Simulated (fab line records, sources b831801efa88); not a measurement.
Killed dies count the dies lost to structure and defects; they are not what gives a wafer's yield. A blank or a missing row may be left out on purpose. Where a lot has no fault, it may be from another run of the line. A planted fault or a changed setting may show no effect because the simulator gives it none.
fab line records + flow sky130
record:
- lots: 5
- wafers: 15
- lastDay: 49
route steps=708 shown VIA3@592 METAL4@598
lots that met no fault: taken from a fault-free run of the same line
startH: hours from the record's first day to the start of the lot's first wafer shown + waitH: hours elapsed since this lot's preceding step + " repeats the value in the row above + L1.1+2: one row covering several wafers at once + - value missing, or start not given + * or withheld: withheld + < > ~ a bound
route shown NAME@n: names a module that has steps shown in the file, with the first one's number in the route + usual: average and standard deviation across the fault-free wafers + same: alike in all rows + chamber/n: place in a boat + sites: per-site readings + _std_site: standard deviation across them + _edge_site: inner sites' mean taken away from outer sites' mean + radiusMm: for every site, how far away it sits from the centre of the wafer + mask NAME#n: copy n + behind: the most recent tool/chamber to have shaped the wafer + hold: cause of the lot's hold/its duration in hours/its outcome + device: the transistor (n, p or np) that didn't switch + end of line: at the end of the route, the tests of the same wafers + where a step has no rows: the recipe by itself + killed: dies lost to structure and defects at the first sort, not the wafer's yield + map: dies across one wafer; x = killed, . = not, _ = none there
set.NAME: the setting as run; set.NAME@STEP: as run at that earlier step + model.NAME: the simulator's own value behind a step, which no gauge read
lots seen at some steps along the route; tables by step, rows by wafer
services: a tool's chamber out of use, with start hour (startH, from the record's first day; less than 0 if before it), hours out, and reason
== steps ==
step: SKY_VIA3_CLEAN_19
recipe:
- chemistry: O3/DIW
- dry: n2Spin
| lot.wafer  | tool        | chamber | startH  | waitH |
|------------|-------------|---------|---------|-------|
| L078.1+2+4 | wetBench-01 | 3       | 962.64  | 0.0   |
| L081.3+4+6 | wetBench-02 | 2       | 978.51  | 0.0   |
| L088.1+4+5 | wetBench-03 | 2       | 1028.95 | 0.0   |
| L091.1+4+6 | wetBench-01 | 2       | 1046.84 | 0.0   |
| L092.1+2+4 | wetBench-03 | 2       | 1059.09 | 0.0   |
step: SKY_VIA3_SPUTTER_20
recipe:
- material: TiN
- targetThkNm: 20
- chamberPressurePa: 5
- powerW: 4000
- timeS: 80
usual:
- throttleValvePct: 30.3/0.54
| lot.wafer | tool          | chamber | startH  | waitH | throttleValvePct |
|-----------|---------------|---------|---------|-------|------------------|
| L078.1    | pvdSputter-01 | -       | 962.74  | 0.0   | 31.6             |
| L078.2    | "             | -       | "       | "     | 30.1             |
| L078.4    | "             | -       | "       | "     | 30.0             |
| L081.3    | pvdSputter-01 | -       | 978.60  | 0.0   | 31.3             |
| L081.4    | "             | -       | "       | "     | 30.1             |
| L081.6    | "             | -       | "       | "     | 31.6             |
| L088.1    | pvdSputter-02 | -       | 1029.05 | 0.0   | 30.9             |
| L088.4    | "             | -       | "       | "     | 29.7             |
| L088.5    | "             | -       | "       | "     | 30.4             |
| L091.1    | pvdSputter-01 | -       | 1046.94 | 0.0   | 30.0             |
| L091.4    | "             | -       | "       | "     | 31.5             |
| L091.6    | "             | -       | "       | "     | 30.0             |
| L092.1    | pvdSputter-03 | -       | 1059.18 | 0.0   | 30.2             |
| L092.2    | "             | -       | "       | "     | 29.5             |
| L092.4    | "             | -       | "       | "     | 30.5             |
step: SKY_VIA3_CVD_21
recipe:
- material: W
- targetThkNm: 390
- timeS: 117.31
- tempC: 400
- pressureTorr: 40
usual:
- heaterPowerW: 758/78
| lot.wafer | tool    | chamber | startH  | waitH | heaterPowerW |
|-----------|---------|---------|---------|-------|--------------|
| L078.1    | cvdW-01 | 0       | 962.80  | 0.0   | 862          |
| L078.2    | "       | 1       | "       | "     | 708          |
| L078.4    | "       | 0       | "       | "     | 869          |
| L081.3    | cvdW-02 | 0       | 978.70  | 0.1   | 690          |
| L081.4    | "       | 1       | "       | "     | 791          |
| L081.6    | "       | 1       | "       | "     | 799          |
| L088.1    | cvdW-01 | 1       | 1029.11 | 0.0   | 702          |
| L088.4    | "       | 0       | "       | "     | 878          |
| L088.5    | "       | 0       | "       | "     | 871          |
| L091.1    | cvdW-02 | 0       | 1047.00 | 0.0   | 669          |
| L091.4    | "       | 1       | "       | "     | 789          |
| L091.6    | "       | 1       | "       | "     | 792          |
| L092.1    | cvdW-02 | 0       | 1059.25 | 0.0   | 694          |
| L092.2    | "       | 1       | "       | "     | 811          |
| L092.4    | "       | 1       | "       | "     | 801          |
step: SKY_VIA3_RS_MEAS_22
recipe:
- thkMeasGauge: four-point-probe
- reads: W_of_VIA3_CVD_21+TiN_of_VIA3_SPUTTER_20
usual:
- VIA3_W_RS: 0.296/0.0036
| lot.wafer | tool         | chamber | startH  | waitH | VIA3_W_RS[ohm/sq] |
|-----------|--------------|---------|---------|-------|-------------------|
| L078.1    | filmMetro-02 | -       | 962.92  | 0.1   | 0.293             |
| L078.2    | "            | -       | "       | "     | 0.298             |
| L078.4    | "            | -       | "       | "     | 0.296             |
| L081.3    | filmMetro-02 | -       | 978.83  | 0.1   | 0.294             |
| L081.4    | "            | -       | "       | "     | 0.292             |
| L081.6    | "            | -       | "       | "     | 0.295             |
| L088.1    | filmMetro-02 | -       | 1029.23 | 0.1   | 0.297             |
| L088.4    | "            | -       | "       | "     | 0.293             |
| L088.5    | "            | -       | "       | "     | 0.295             |
| L091.1    | filmMetro-03 | -       | 1047.12 | 0.1   | 0.292             |
| L091.4    | "            | -       | "       | "     | 0.295             |
| L091.6    | "            | -       | "       | "     | 0.294             |
| L092.1    | filmMetro-03 | -       | 1059.37 | 0.1   | 0.298             |
| L092.2    | "            | -       | "       | "     | 0.300             |
| L092.4    | "            | -       | "       | "     | 0.299             |
step: SKY_VIA3_THK_MEAS_23
recipe:
- thkMeasGauge: xrf
- reads: W_of_VIA3_CVD_21
usual:
- VIA3_W_THK: 386/5.9
| lot.wafer | tool         | chamber | startH  | waitH | VIA3_W_THK[nm] |
|-----------|--------------|---------|---------|-------|----------------|
| L078.1    | filmMetro-02 | -       | 963.04  | 0.1   | 391            |
| L078.2    | "            | -       | "       | "     | 383            |
| L078.4    | "            | -       | "       | "     | 388            |
| L081.3    | filmMetro-02 | -       | 978.93  | 0.1   | 391            |
| L081.4    | "            | -       | "       | "     | 389            |
| L081.6    | "            | -       | "       | "     | 385            |
| L088.1    | filmMetro-02 | -       | 1029.35 | 0.1   | 387            |
| L088.4    | "            | -       | "       | "     | 389            |
| L088.5    | "            | -       | "       | "     | 389            |
| L091.1    | filmMetro-03 | -       | 1047.24 | 0.1   | 394            |
| L091.4    | "            | -       | "       | "     | 390            |
| L091.6    | "            | -       | "       | "     | 391            |
| L092.1    | filmMetro-03 | -       | 1059.49 | 0.1   | 384            |
| L092.2    | "            | -       | "       | "     | 381            |
| L092.4    | "            | -       | "       | "     | 383            |
step: SKY_VIA3_CMP_24
recipe:
- stopOn: SiO2
- tOverpolishS: 20
- downForcePsi: 3.5
- platenRpm: 60
- targetThkNm: 0
- padVelocityMS: 0.94248
usual:
- motorCurrentA: 11.7/1.1
- overpolishRunS: 20.001/0.0098
- timeToEndpointS: 92/3
| lot.wafer | tool   | chamber | startH  | waitH | motorCurrentA | overpolishRunS | timeToEndpointS |
|-----------|--------|---------|---------|-------|---------------|----------------|-----------------|
| L078.4    | cmp-02 | 0       | 963.10  | 0.0   | 11.1          | 20.005         | 90              |
| L078.2    | "      | 2       | "       | "     | 11.7          | 19.992         | 90              |
| L078.1    | "      | 3       | "       | "     | 12.4          | 20.003         | 92              |
| L081.4    | cmp-02 | 2       | 979.07  | 0.1   | 12.4          | 19.995         | 97              |
| L081.3    | "      | 3       | "       | "     | 12.7          | 19.998         | 91              |
| L081.6    | "      | 1       | "       | "     | 11.9          | 19.998         | 87              |
| L088.4    | cmp-01 | 3       | 1029.41 | 0.0   | 10.9          | 19.996         | 96              |
| L088.1    | "      | 1       | "       | "     | 8.5           | 20.008         | 90              |
| L088.5    | "      | 0       | "       | "     | 12.6          | 20.007         | 92              |
| L091.1    | cmp-02 | 1       | 1047.30 | 0.1   | 13.1          | 20.002         | 91              |
| L091.4    | "      | 0       | "       | "     | 11.4          | 20.008         | 97              |
| L091.6    | "      | 2       | "       | "     | 11.2          | 19.987         | 94              |
| L092.2    | cmp-02 | 1       | 1059.60 | 0.1   | 12.1          | 19.982         | 85              |
| L092.4    | "      | 2       | "       | "     | 11.6          | 20.012         | 92              |
| L092.1    | "      | 3       | "       | "     | 13.0          | 20.000         | 90              |
step: SKY_METAL4_SPUTTER_00
recipe:
- material: Ti
- targetThkNm: 15
- powerW: 3000
- timeS: 10
- chamberPressurePa: 0.4
usual:
- throttleValvePct: 30.3/0.63
| lot.wafer | tool          | chamber | startH  | waitH | throttleValvePct |
|-----------|---------------|---------|---------|-------|------------------|
| L078.1    | pvdSputter-04 | -       | 963.40  | 0.1   | 29.2             |
| L078.2    | "             | -       | "       | "     | 31.2             |
| L078.4    | "             | -       | "       | "     | 31.3             |
| L081.3    | pvdSputter-02 | -       | 979.27  | 0.1   | 29.6             |
| L081.4    | "             | -       | "       | "     | 30.1             |
| L081.6    | "             | -       | "       | "     | 30.5             |
| L088.1    | pvdSputter-02 | -       | 1029.71 | 0.1   | 29.7             |
| L088.4    | "             | -       | "       | "     | 30.3             |
| L088.5    | "             | -       | "       | "     | 30.7             |
| L091.1    | pvdSputter-04 | -       | 1047.60 | 0.2   | 31.1             |
| L091.4    | "             | -       | "       | "     | 29.9             |
| L091.6    | "             | -       | "       | "     | 30.4             |
| L092.1    | pvdSputter-02 | -       | 1059.85 | 0.1   | 30.6             |
| L092.2    | "             | -       | "       | "     | 29.7             |
| L092.4    | "             | -       | "       | "     | 29.7             |
== services ==
| tool          | chamber | startH  | hours | kind   |
|---------------|---------|---------|-------|--------|
| pvdSputter-01 | -       | 960.41  | 2.3   | repair |
| cmp-01        | -       | 984.11  | 5.5   | repair |
| cmp-02        | -       | 994.94  | 0.5   | repair |
| wetBench-01   | -       | 995.77  | 2.0   | repair |
| cvdW-02       | -       | 997.82  | 4.3   | pm     |
| pvdSputter-01 | -       | 1000.17 | 5.3   | repair |
| pvdSputter-04 | -       | 1011.52 | 1.2   | repair |
| cmp-01        | -       | 1012.44 | 4.8   | pm     |
| cmp-02        | -       | 1025.75 | 2.5   | repair |
== key ==
fault none
